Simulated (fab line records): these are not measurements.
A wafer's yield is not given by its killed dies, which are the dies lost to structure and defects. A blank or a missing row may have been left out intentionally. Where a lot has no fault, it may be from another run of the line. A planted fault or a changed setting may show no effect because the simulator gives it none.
fab line records	flow sfq_line
record: lots: 5	wafers: 23
route steps=325 shown I1@84 M2@89 I2@103 M3@126 I3@133
start_h: start of the lot's first displayed wafer, in hours after the record's first day	wait_h: hours since the lot's step before	" as in the row above	L1.1+2: one row covering several wafers at once	- no value present, or no start provided	* or withheld: withheld	< > ~ a bound
route shown NAME@n: NAME is a module with steps in the file, n the number in the route of the first one	usual: mean/standard deviation taken from wafers without a fault	same: alike in all rows	chamber/n: place in a boat	sites: per-site readings	_std_site: the values' standard deviation	_edge_site: inner sites' mean taken away from outer sites' mean	radius_mm: for every site, how far away it sits from the centre of the wafer	mask NAME#n: copy n	behind: tool/chamber where the wafer was last shaped	hold: reason for holding the lot/hours on hold/outcome of the hold	device: the n, p or np transistor that did not switch	end of line: tests run on the same wafers once the route is complete	for a step that has no rows: nothing shown but its recipe	killed: count of dies lost to structure and defects at first sort (not the wafer's yield)	map: shows each die of a wafer: x if killed, . if not, _ if none is there
set.NAME: the setting as run; set.NAME@STEP: as run at that earlier step	model.NAME: the simulator's own value behind a step, which no gauge read
lots run with intentionally changed settings; tables by step, rows by wafer
== steps ==
step: SFQ_TRILAYER_I1_VIA_BARC_OPEN_VIA_ETCH_071
recipe: mask_material: PR	chemistry: O2	target_depth_nm: 125	target: BARC	source_w: 500	bias_w: 80	pressure_mtorr: 30	time_s: 41.7
lot.wafer	tool	chamber	start_h	wait_h	set.source_w	set.resist_thk_nm@TRILAYER_I1_VIA_LITHO_COAT_049	model.KrF_of_TRILAYER_I1_VIA_LITHO_COAT_049.thk_nm
L078.1	rie_diel-03	0	732.61	0.0	527.5	659.9	577.9
L078.2	"	2	"	"	527.5	659.9	581
L078.3	"	3	"	"	500	659.9	581.3
L078.4	"	0	"	"	500	650	569.6
L078.5	"	2	"	"	500	650	571.6
L079.1	rie_diel-02	1	754.21	0.0	500	650	573.1
L079.4	"	2	"	"	500	650	576.7
L079.5	"	1	"	"	500	650	572.4
L080.1	rie_diel-04	2	773.41	0.0	500	676.9	600.9
L080.2	"	1	"	"	500	650	575.7
L080.3	"	3	"	"	500	676.9	603.6
L080.5	"	1	"	"	500	676.9	602.9
L080.6	"	2	"	"	500	650	574
L084.1	rie_diel-03	1	808.21	0.0	500	614.8	540.5
L084.2	"	2	"	"	500	614.8	538.8
L084.3	"	0	"	"	500	614.8	538.6
L084.4	"	0	"	"	500	650	573
L084.5	"	2	"	"	500	650	575.8
L085.1	rie_diel-04	3	823.81	0.0	500	650	575.8
L085.2	"	2	"	"	500	650	574.5
L085.3	"	0	"	"	559.1	650	571.2
L085.4	"	1	"	"	559.1	650	569.6
L085.5	"	2	"	"	559.1	650	569.1
step: SFQ_TRILAYER_M2_DEP_SPUTTER_055
recipe: material: Nb	base_pressure_pa: 1.33e-06	chamber_pressure_pa: 0.1333	substrate_temp_c: 20	resputter_cathode_voltage_v: 400	target_thk_nm: 200	power_w: 2000	time_s: 133.3
lot.wafer	tool	chamber	start_h	wait_h	set.power_w	model.Nb_of_TRILAYER_M2_DEP_SPUTTER_055.thk_nm
L078.1	pvd_sputter-06	-	733.58	0.0	1938	195.7
L078.2	"	-	"	"	2000	201.7
L078.3	"	-	"	"	2000	203.4
L078.4	"	-	"	"	1938	198.6
L078.5	"	-	"	"	1938	198.3
L079.1	pvd_sputter-06	-	755.18	0.0	2000	204.1
L079.4	"	-	"	"	2000	205.9
L079.5	"	-	"	"	2000	201.5
L080.1	pvd_sputter-05	-	774.38	0.0	2000	202.7
L080.2	"	-	"	"	2000	203.1
L080.3	"	-	"	"	2000	200.6
L080.5	"	-	"	"	2000	201
L080.6	"	-	"	"	2000	199.2
L084.1+2	pvd_sputter-06	-	809.18	0.0	1879	190.3
L084.3	"	-	"	"	2000	200.4
L084.4	"	-	"	"	2000	197.8
L084.5	"	-	"	"	2000	201.9
L085.1	pvd_sputter-04	-	824.77	0.0	2000	200.3
L085.2	"	-	"	"	2000	196.6
L085.3	"	-	"	"	1821	184.9
L085.4	"	-	"	"	2000	198.9
L085.5	"	-	"	"	1821	181.3
step: SFQ_M2_RS_MEAS_914
recipe: thk_meas_gauge: four-point-probe	reads: Nb_of_TRILAYER_M2_DEP_SPUTTER_055
usual: M2_NB_RS: 0.882/0.011
lot.wafer	tool	chamber	start_h	wait_h	set.power_w@TRILAYER_M2_DEP_SPUTTER_055	M2_NB_RS[ohm/sq]
L078.1	film_metro-01	-	733.67	0.0	1938	0.909
L078.2	"	-	"	"	2000	0.881
L078.3	"	-	"	"	2000	0.876
L078.4	"	-	"	"	1938	0.895
L078.5	"	-	"	"	1938	0.896
L079.1	film_metro-04	-	755.27	0.0	2000	0.870
L079.4	"	-	"	"	2000	0.863
L079.5	"	-	"	"	2000	0.882
L080.1	film_metro-03	-	774.47	0.0	2000	0.876
L080.2	"	-	"	"	2000	0.875
L080.3	"	-	"	"	2000	0.887
L080.5	"	-	"	"	2000	0.886
L080.6	"	-	"	"	2000	0.895
L084.1	film_metro-04	-	809.27	0.0	1879	0.934
L084.2	"	-	"	"	1879	0.934
L084.3	"	-	"	"	2000	0.884
L084.4	"	-	"	"	2000	0.899
L084.5	"	-	"	"	2000	0.879
L085.1	film_metro-04	-	824.86	0.0	2000	0.887
L085.2	"	-	"	"	2000	0.903
L085.3	"	-	"	"	1821	0.963
L085.4	"	-	"	"	2000	0.891
L085.5	"	-	"	"	1821	0.982
step: SFQ_TRILAYER_M2_LITHO_PEB_060
recipe: peb_temp_c: 115	peb_time_s: 60	resist: KrF
lot.wafer	tool	chamber	start_h	wait_h	set.peb_time_s
L078.1+2+3+4+5	litho_track-02	0	888.40	1.0	60
L079.1+4+5	litho_track-02	0	910.25	1.0	60
L080.1+2+3	litho_track-02	0	923.45	1.0	51.24
L080.5+6	"	0	"	"	60
L084.1+3+4	litho_track-01	0	957.05	1.0	60
L084.2+5	"	0	"	"	67.52
L085.1+3+5	litho_track-01	0	969.05	1.0	52.54
L085.2+4	"	0	"	"	60
step: SFQ_TRILAYER_M2_LITHO_DEVELOP_059
recipe: time_s: 60	resist: KrF
step: SFQ_TRILAYER_M2_BARC_OPEN_METAL_ETCH_077
recipe: mask_material: PR	chemistry: O2	target_depth_nm: 125	target: BARC	icp_w: 600	bias_w: 78.66	pressure_mtorr: 10	time_s: 41.7
lot.wafer	tool	chamber	start_h	wait_h	set.peb_time_s@TRILAYER_M2_LITHO_PEB_060	model.M2.cd_nm
L078.1	rie_metal-01	0	888.74	0.0	60	501.9
L078.2	"	1	"	"	60	499.8
L078.3	"	0	"	"	60	501
L078.4	"	1	"	"	60	500.4
L078.5	"	0	"	"	60	500
L079.1	rie_metal-04	1	910.59	0.0	60	498.5
L079.4	"	0	"	"	60	499.1
L079.5	"	1	"	"	60	498.8
L080.1	rie_metal-04	0	923.79	0.0	51.24	523.9
L080.2	"	1	"	"	51.24	523.4
L080.3	"	1	"	"	51.24	523.1
L080.5	"	1	"	"	60	500.5
L080.6	"	0	"	"	60	500
L084.1	rie_metal-01	1	957.39	0.0	60	499.8
L084.2	"	0	"	"	67.52	484.4
L084.3	"	0	"	"	60	500.3
L084.4	"	1	"	"	60	499.9
L084.5	"	1	"	"	67.52	483.4
L085.1	rie_metal-02	0	969.39	0.0	52.54	520
L085.2	"	1	"	"	60	500.8
L085.3	"	1	"	"	52.54	519.2
L085.4	"	0	"	"	60	499
L085.5	"	1	"	"	52.54	517.7
step: SFQ_TRILAYER_M2_ETCH_METAL_ETCH_060
recipe: target: Nb	stop_on: SiO2	mask_material: PR	chemistry: Cl2/Ar	target_depth_nm: 240	icp_w: 600	bias_w: 80	pressure_mtorr: 10	time_s: 120
usual: oes_product_au: 0.899/0.0077
lot.wafer	tool	chamber	start_h	wait_h	set.power_w@TRILAYER_M2_DEP_SPUTTER_055	oes_product_au
L078.1	rie_metal-01	0	888.79	0.0	1938	0.890
L078.2	"	1	"	"	2000	0.899
L078.3	"	0	"	"	2000	0.903
L078.4	"	1	"	"	1938	0.889
L078.5	"	0	"	"	1938	0.897
L079.1	rie_metal-04	1	910.64	0.0	2000	0.893
L079.4	"	0	"	"	2000	0.912
L079.5	"	1	"	"	2000	0.892
L080.1	rie_metal-04	0	923.84	0.0	2000	0.898
L080.2	"	1	"	"	2000	0.897
L080.3	"	1	"	"	2000	0.895
L080.5	"	1	"	"	2000	0.897
L080.6	"	0	"	"	2000	0.899
L084.1	rie_metal-01	1	957.44	0.0	1879	0.862
L084.2	"	0	"	"	1879	0.868
L084.3	"	0	"	"	2000	0.899
L084.4	"	1	"	"	2000	0.887
L084.5	"	1	"	"	2000	0.897
L085.1	rie_metal-02	0	969.44	0.0	2000	0.894
L085.2	"	1	"	"	2000	0.891
L085.3	"	1	"	"	1821	0.850
L085.4	"	0	"	"	2000	0.891
L085.5	"	1	"	"	1821	0.843
step: SFQ_TRILAYER_I2_DEP_PECVD_063
recipe: material: SiO2	temp_c: 150	time_s: 111.11	pressure_torr: 2.4	rf_w: 183.3	precursor: SiH4/N2O	target_thk_nm: 500
lot.wafer	tool	chamber	start_h	wait_h	set.time_s	model.SiO2_of_TRILAYER_I2_DEP_PECVD_063.thk_nm
L078.1	pecvd-02	0	889.69	0.0	111.11	492.9
L078.2	"	2	"	"	111.11	494.6
L078.3	"	1	"	"	120.3	530.6
L078.4	"	2	"	"	111.11	500.4
L078.5	"	0	"	"	120.3	544
L079.1	pecvd-04	0	911.54	0.0	111.11	490.2
L079.4	"	0	"	"	111.11	497.8
L079.5	"	1	"	"	111.11	500.9
L080.1	pecvd-04	2	924.76	0.0	121.4	560.5
L080.2	"	1	"	"	111.11	505.5
L080.3	"	0	"	"	111.11	490.1
L080.5	"	0	"	"	111.11	505.9
L080.6	"	2	"	"	121.4	564.6
L084.1	pecvd-02	1	958.34	0.0	95.98	428.2
L084.2	"	0	"	"	111.11	497
L084.3	"	2	"	"	95.98	437.1
L084.4	"	2	"	"	111.11	513.2
L084.5	"	1	"	"	95.98	437.9
L085.1	pecvd-04	1	970.36	0.0	111.11	507.3
L085.2	"	0	"	"	104.2	469.2
L085.3	"	2	"	"	104.2	486.6
L085.4	"	0	"	"	111.11	505.8
L085.5	"	2	"	"	111.11	523.5
step: SFQ_TRILAYER_I2_VIA_LITHO_COAT_067
recipe: resist: KrF	spin_rpm: 3000	resist_thk_nm: 650
lot.wafer	tool	chamber	start_h	wait_h	set.resist_thk_nm	model.KrF_of_TRILAYER_I2_VIA_LITHO_COAT_067.thk_nm
L078.1	litho_track-01	0	894.39	0.2	628.9	629.3
L078.2	"	0	"	"	628.9	627.7
L078.3	"	0	"	"	650	648.5
L078.4	"	0	"	"	650	650.6
L078.5	"	0	"	"	628.9	626.6
L079.1	litho_track-04	0	919.13	0.2	650	647.5
L079.4	"	0	"	"	650	650.3
L079.5	"	0	"	"	650	649.5
L080.1	litho_track-04	0	935.42	0.2	650	646.7
L080.2	"	0	"	"	650	648.9
L080.3	"	0	"	"	639.4	635.8
L080.5	"	0	"	"	639.4	637.5
L080.6	"	0	"	"	650	648.2
L084.1	litho_track-04	0	963.04	0.2	650	648.1
L084.2	"	0	"	"	650	646.7
L084.3	"	0	"	"	650	649.2
L084.4+5	"	0	"	"	650	647.7
L085.1	litho_track-03	0	979.30	0.2	650	652.6
L085.2+3	"	0	"	"	650	649.9
L085.4	"	0	"	"	650	649.5
L085.5	"	0	"	"	650	651.2
step: SFQ_TRILAYER_I2_VIA_LITHO_SOFTBAKE_071
recipe: temp_c: withheld	time_s: withheld	resist: KrF
step: SFQ_TRILAYER_I2_VIA_LITHO_EXPOSE_068
recipe: mask_id: I2	na: 0.6	source_shape: conventional	sigma_outer: 0.65	target_cd_nm: 500	dose_mj: 21.3
step: SFQ_TRILAYER_I2_VIA_LITHO_DEVELOP_069
recipe: time_s: 60	resist: KrF
step: SFQ_TRILAYER_I2_VIA_BARC_OPEN_VIA_ETCH_096
recipe: mask_material: PR	chemistry: O2	target_depth_nm: 125	target: BARC	source_w: 500	bias_w: 80	pressure_mtorr: 30	time_s: 41.7
lot.wafer	tool	chamber	start_h	wait_h	set.resist_thk_nm@TRILAYER_I2_VIA_LITHO_COAT_067	model.KrF_of_TRILAYER_I2_VIA_LITHO_COAT_067.thk_nm
L078.1	rie_diel-03	0	1045.78	0.0	628.9	550.6
L078.2	"	1	"	"	628.9	550.3
L078.3	"	3	"	"	650	571.7
L078.4	"	2	"	"	650	573.6
L078.5	"	3	"	"	628.9	550.2
L079.1	rie_diel-01	1	1065.91	0.0	650	570.3
L079.4	"	2	"	"	650	573.4
L079.5	"	3	"	"	650	572.7
L080.1	rie_diel-02	0	1081.51	0.0	650	570.1
L080.2	"	1	"	"	650	572.5
L080.3	"	3	"	"	639.4	559.6
L080.5	"	0	"	"	639.4	561
L080.6	"	1	"	"	650	571.6
L084.1	rie_diel-01	3	1106.28	0.0	650	571.2
L084.2	"	1	"	"	650	569.4
L084.3	"	0	"	"	650	572.1
L084.4	"	2	"	"	650	571.1
L084.5	"	0	"	"	650	570.5
L085.1	rie_diel-02	0	1120.68	0.0	650	575.2
L085.2+3	"	3,1	"	"	650	573.3
L085.4	"	2	"	"	650	572.9
L085.5	"	2	"	"	650	575.4
step: SFQ_TRILAYER_M3_LITHO_PEB_078
recipe: peb_temp_c: 115	peb_time_s: 60	resist: KrF
lot.wafer	tool	chamber	start_h	wait_h	set.peb_temp_c
L078.1+3+4	litho_track-02	0	1049.81	1.0	115
L078.2+5	"	0	"	"	117.1
L079.1+4+5	litho_track-02	0	1069.22	1.0	115
L080.1+5	litho_track-01	0	1084.87	1.0	115
L080.2+3+6	"	0	"	"	118.1
L084.1+2+5	litho_track-01	0	1251.71	1.0	115
L084.3+4	"	0	"	"	113.5
L085.1+2+3+4+5	litho_track-03	0	1267.43	1.0	115
step: SFQ_TRILAYER_M3_LITHO_DEVELOP_077
recipe: time_s: 60	resist: KrF
step: SFQ_TRILAYER_M3_BARC_OPEN_METAL_ETCH_100
recipe: mask_material: PR	chemistry: O2	target_depth_nm: 125	target: BARC	icp_w: 600	bias_w: 80	pressure_mtorr: 10	time_s: 41.7
lot.wafer	tool	chamber	start_h	wait_h	set.peb_temp_c@TRILAYER_M3_LITHO_PEB_078	model.M3.cd_nm
L078.1	rie_metal-01	0	1050.15	0.0	115	501.2
L078.2	"	1	"	"	117.1	467.1
L078.3	"	0	"	"	115	501.8
L078.4	"	1	"	"	115	501.5
L078.5	"	0	"	"	117.1	465.7
L079.1	rie_metal-03	0	1069.55	0.0	115	499.2
L079.4	"	1	"	"	115	501
L079.5	"	1	"	"	115	501.2
L080.1	rie_metal-03	0	1085.20	0.0	115	500
L080.2	"	1	"	"	118.1	449.9
L080.3	"	1	"	"	118.1	450.4
L080.5	"	1	"	"	115	499.9
L080.6	"	0	"	"	118.1	449.8
L084.1	rie_metal-01	1	1252.04	0.0	115	502.2
L084.2	"	0	"	"	115	501.4
L084.3	"	0	"	"	113.5	530.1
L084.4	"	1	"	"	113.5	531.8
L084.5	"	1	"	"	115	502.9
L085.1	rie_metal-01	0	1267.77	0.0	115	500.6
L085.2	"	1	"	"	115	500.5
L085.3	"	1	"	"	115	502
L085.4	"	0	"	"	115	499.9
L085.5	"	0	"	"	115	501.5
step: SFQ_TRILAYER_I3_DEP_PECVD_081
recipe: material: SiO2	temp_c: 150	time_s: 111.11	pressure_torr: 2.4	rf_w: 183.3	precursor: SiH4/N2O	target_thk_nm: 500
lot.wafer	tool	chamber	start_h	wait_h	set.time_s	model.SiO2_of_TRILAYER_I3_DEP_PECVD_081.thk_nm
L078.1	pecvd-03	1	1051.11	0.0	111.11	506.5
L078.2	"	2	"	"	111.11	498.2
L078.3	"	0	"	"	111.11	503.4
L078.4	"	1	"	"	111.11	510.2
L078.5	"	2	"	"	111.11	503.6
L079.1	pecvd-02	0	1070.51	0.0	111.11	502.3
L079.4	"	0	"	"	111.11	507.9
L079.5	"	1	"	"	111.11	496.6
L080.1+3	pecvd-03	0	1086.34	0.0	100.8	-
L080.2	"	2	"	"	111.11	494.7
L080.5	"	2	"	"	111.11	499.5
L080.6	"	0	"	"	100.8	456.5
L084.1	pecvd-03	1	1253.00	0.0	111.11	504.6
L084.2+3	"	0,2	"	"	98.01	-
L084.4	"	1	"	"	98.01	456.2
L084.5	"	0	"	"	111.11	-
L085.1	pecvd-03	1	1268.73	0.0	126.8	578.8
L085.2	"	0	"	"	111.11	493.7
L085.3	"	2	"	"	111.11	499.4
L085.4	"	1	"	"	126.8	578.1
L085.5	"	0	"	"	111.11	506.2
step: SFQ_TRILAYER_I3_CMP_CMP_082
recipe: material: SiO2	down_force_psi: 3	platen_rpm: 60	pad_velocity_m_s: 0.94248
usual: time_to_endpoint_s: 213/11
lot.wafer	tool	chamber	start_h	wait_h	set.leave_above_ref_nm	set.time_s@TRILAYER_I3_DEP_PECVD_081	time_to_endpoint_s	model.SiO2_of_TRILAYER_I3_DEP_PECVD_081.thk_nm
L078.3	cmp-01	0	1051.19	0.0	200	111.11	218	200.1
L078.1	"	1	"	"	200	111.11	220	201.5
L078.4	"	2	"	"	200	111.11	222	200.9
L078.2	"	3	"	"	200	111.11	196	198.7
L078.5	"	1	1053.69	2.5	200	111.11	228	200.1
L079.1	cmp-01	3	1076.46	5.9	200	111.11	207	197.6
L079.4	"	2	1077.96	7.4	200	111.11	221	200.3
L079.5	"	0	1078.96	8.4	200	111.11	216	200.4
L080.3	cmp-02	1	1086.95	0.5	200	100.8	166	-
L080.2	"	2	"	"	187.4	111.11	232	189
L080.1	"	3	"	"	187.4	100.8	199	-
L080.5	"	0	"	"	187.4	111.11	218	186.2
L080.6	"	1	"	"	200	100.8	174	197.6
L084.1	cmp-02	1	1253.08	0.0	213.7	111.11	195	211.6
L084.3	"	2	"	"	213.7	98.01	170	-
L084.4	"	3	"	"	200	98.01	183	200.3
L084.2	"	0	"	"	213.7	98.01	148	-
L084.5	"	2	1255.58	2.5	200	111.11	226	-
L085.3	cmp-02	1	1268.80	0.0	200	111.11	205	197.3
L085.1	"	2	"	"	200	126.8	274	201.9
L085.4	"	3	"	"	200	126.8	278	200.9
L085.2	"	0	"	"	200	111.11	201	198.7
L085.5	"	2	1271.30	2.5	200	111.11	229	202
step: SFQ_TRILAYER_I3_METRO_MEASURE_083
usual: thk_nm: 199.7/1.6
lot.wafer	tool	chamber	start_h	wait_h	set.leave_above_ref_nm@TRILAYER_I3_CMP_CMP_082	thk_nm
L078.1	film_metro-02	-	1054.31	0.1	200	201.5
L078.2	"	-	"	"	200	198.7
L078.3	"	-	"	"	200	200.2
L078.4	"	-	"	"	200	200.9
L078.5	"	-	"	"	200	200.2
L079.1	film_metro-02	-	1079.58	0.1	200	197.5
L079.4	"	-	"	"	200	200.3
L079.5	"	-	"	"	200	200.5
L080.1	film_metro-04	-	1089.57	0.1	187.4	188.6
L080.2	"	-	"	"	187.4	188.9
L080.3	"	-	"	"	200	197.3
L080.5	"	-	"	"	187.4	186.0
L080.6	"	-	"	"	200	197.8
L084.1	film_metro-02	-	1256.20	0.1	213.7	211.4
L084.2	"	-	"	"	213.7	210.9
L084.3	"	-	"	"	213.7	213.5
L084.4	"	-	"	"	200	200.3
L084.5	"	-	"	"	200	199.8
L085.1	film_metro-04	-	1271.92	0.1	200	202.1
L085.2	"	-	"	"	200	198.6
L085.3	"	-	"	"	200	197.3
L085.4	"	-	"	"	200	200.8
L085.5	"	-	"	"	200	202.0
step: SFQ_TRILAYER_I3_VIA_BARC_OPEN_VIA_ETCH_121
recipe: mask_material: PR	chemistry: O2	target_depth_nm: 125	target: BARC	source_w: 500	bias_w: 80	pressure_mtorr: 30	time_s: 41.7
lot.wafer	tool	chamber	start_h	wait_h	set.pressure_mtorr
L078.1+2+3+4+5	rie_diel-03	1,3,0,2,0	1197.00	0.0	26.06
L079.1+4+5	rie_diel-04	3,0,1	1218.60	0.0	30
L080.1+2+3+5+6	rie_diel-03	3,0,2,0,1	1232.71	0.0	33.9
L084.1+2+3+4+5	rie_diel-04	3,2,0,1,1	1390.80	0.0	32.68
L085.1+2+3+4+5	rie_diel-01	3,2,0,1,1	1402.00	0.0	33.74
step: SFQ_TRILAYER_I3_VIA_ETCH_VIA_ETCH_088
recipe: target: SiO2	stop_on: Nb	mask_material: PR	taper_deg: 20	chemistry: CHF3	target_depth_nm: 260	source_w: 500	bias_w: 80	pressure_mtorr: 30	time_s: withheld
lot.wafer	tool	chamber	start_h	wait_h	set.leave_above_ref_nm@TRILAYER_I3_CMP_CMP_082	model.I3.feature_depth_nm
L078.1	rie_diel-03	1	1197.04	0.0	200	201.5
L078.2	"	3	"	"	200	198.7
L078.3+5	"	0	"	"	200	200.1
L078.4	"	2	"	"	200	200.9
L079.1	rie_diel-04	3	1218.64	0.0	200	197.6
L079.4	"	0	"	"	200	200.3
L079.5	"	1	"	"	200	200.4
L080.1	rie_diel-03	3	1232.75	0.0	187.4	188.5
L080.2	"	0	"	"	187.4	188.9
L080.3	"	2	"	"	200	197.1
L080.5	"	0	"	"	187.4	186.2
L080.6	"	1	"	"	200	197.6
L084.1	rie_diel-04	3	1390.84	0.0	213.7	211.6
L084.2	"	2	"	"	213.7	210.9
L084.3	"	0	"	"	213.7	213.6
L084.4	"	1	"	"	200	200.3
L084.5	"	1	"	"	200	199.8
L085.1	rie_diel-01	3	1402.04	0.0	200	201.9
L085.2	"	2	"	"	200	198.7
L085.3	"	0	"	"	200	197.3
L085.4	"	1	"	"	200	200.9
L085.5	"	1	"	"	200	202
== key ==
split: step: SFQ_TRILAYER_I1_VIA_BARC_OPEN_VIA_ETCH_071	setting: source_w	stated: 500	by: wafer
response none clear
split: step: SFQ_TRILAYER_M2_DEP_SPUTTER_055	setting: power_w	stated: 2000	by: wafer
response: step: SFQ_TRILAYER_M2_DEP_SPUTTER_055	reading: model.Nb_of_TRILAYER_M2_DEP_SPUTTER_055.thk_nm	change: +1.69	per: 1%	r: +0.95
response: step: SFQ_M2_RS_MEAS_914	reading: M2_NB_RS	change: -0.00836	per: 1%	r: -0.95
response: step: SFQ_TRILAYER_M2_ETCH_METAL_ETCH_060	reading: oes_product_au	change: +0.00483	per: 1%	r: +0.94
split: step: SFQ_TRILAYER_M2_LITHO_PEB_060	setting: peb_time_s	stated: 60	by: wafer
response: step: SFQ_TRILAYER_M2_BARC_OPEN_METAL_ETCH_077	reading: model.M2.cd_nm	change: -1.48	per: 1%	r: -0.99
split: step: SFQ_TRILAYER_I2_DEP_PECVD_063	setting: time_s	stated: 111.11	by: wafer
response: step: SFQ_TRILAYER_I2_DEP_PECVD_063	reading: model.SiO2_of_TRILAYER_I2_DEP_PECVD_063.thk_nm	change: +5.53	per: 1%	r: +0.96
split: step: SFQ_TRILAYER_I2_VIA_LITHO_COAT_067	setting: resist_thk_nm	stated: 650	by: wafer
response: step: SFQ_TRILAYER_I2_VIA_LITHO_COAT_067	reading: model.KrF_of_TRILAYER_I2_VIA_LITHO_COAT_067.thk_nm	change: +6.71	per: 1%	r: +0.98
response: step: SFQ_TRILAYER_I2_VIA_BARC_OPEN_VIA_ETCH_096	reading: model.KrF_of_TRILAYER_I2_VIA_LITHO_COAT_067.thk_nm	change: +6.86	per: 1%	r: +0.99
split: step: SFQ_TRILAYER_M3_LITHO_PEB_078	setting: peb_temp_c	stated: 115	by: wafer
response: step: SFQ_TRILAYER_M3_BARC_OPEN_METAL_ETCH_100	reading: model.M3.cd_nm	change: -19.2	per: 1%	r: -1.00
split: step: SFQ_TRILAYER_I3_DEP_PECVD_081	setting: time_s	stated: 111.11	by: wafer
response: step: SFQ_TRILAYER_I3_DEP_PECVD_081	reading: model.SiO2_of_TRILAYER_I3_DEP_PECVD_081.thk_nm	change: +5.11	per: 1%	r: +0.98
response: step: SFQ_TRILAYER_I3_CMP_CMP_082	reading: time_to_endpoint_s	change: *	per: 1%	r: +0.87
split: step: SFQ_TRILAYER_I3_CMP_CMP_082	setting: leave_above_ref_nm	stated: 200	by: wafer
response: step: SFQ_TRILAYER_I3_CMP_CMP_082	reading: model.SiO2_of_TRILAYER_I3_DEP_PECVD_081.thk_nm	change: +1.62	per: 1%	r: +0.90
response: step: SFQ_TRILAYER_I3_METRO_MEASURE_083	reading: thk_nm	change: +1.64	per: 1%	r: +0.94
response: step: SFQ_TRILAYER_I3_VIA_ETCH_VIA_ETCH_088	reading: model.I3.feature_depth_nm	change: +1.63	per: 1%	r: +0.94
split: step: SFQ_TRILAYER_I3_VIA_BARC_OPEN_VIA_ETCH_121	setting: pressure_mtorr	stated: 30	by: lot
response none clear
split outside_this_file step=SFQ_TRILAYER_I1_VIA_LITHO_COAT_049 setting=resist_thk_nm
split outside_this_file: this setting was split too, and the file shows its column; the key of that split is in another file
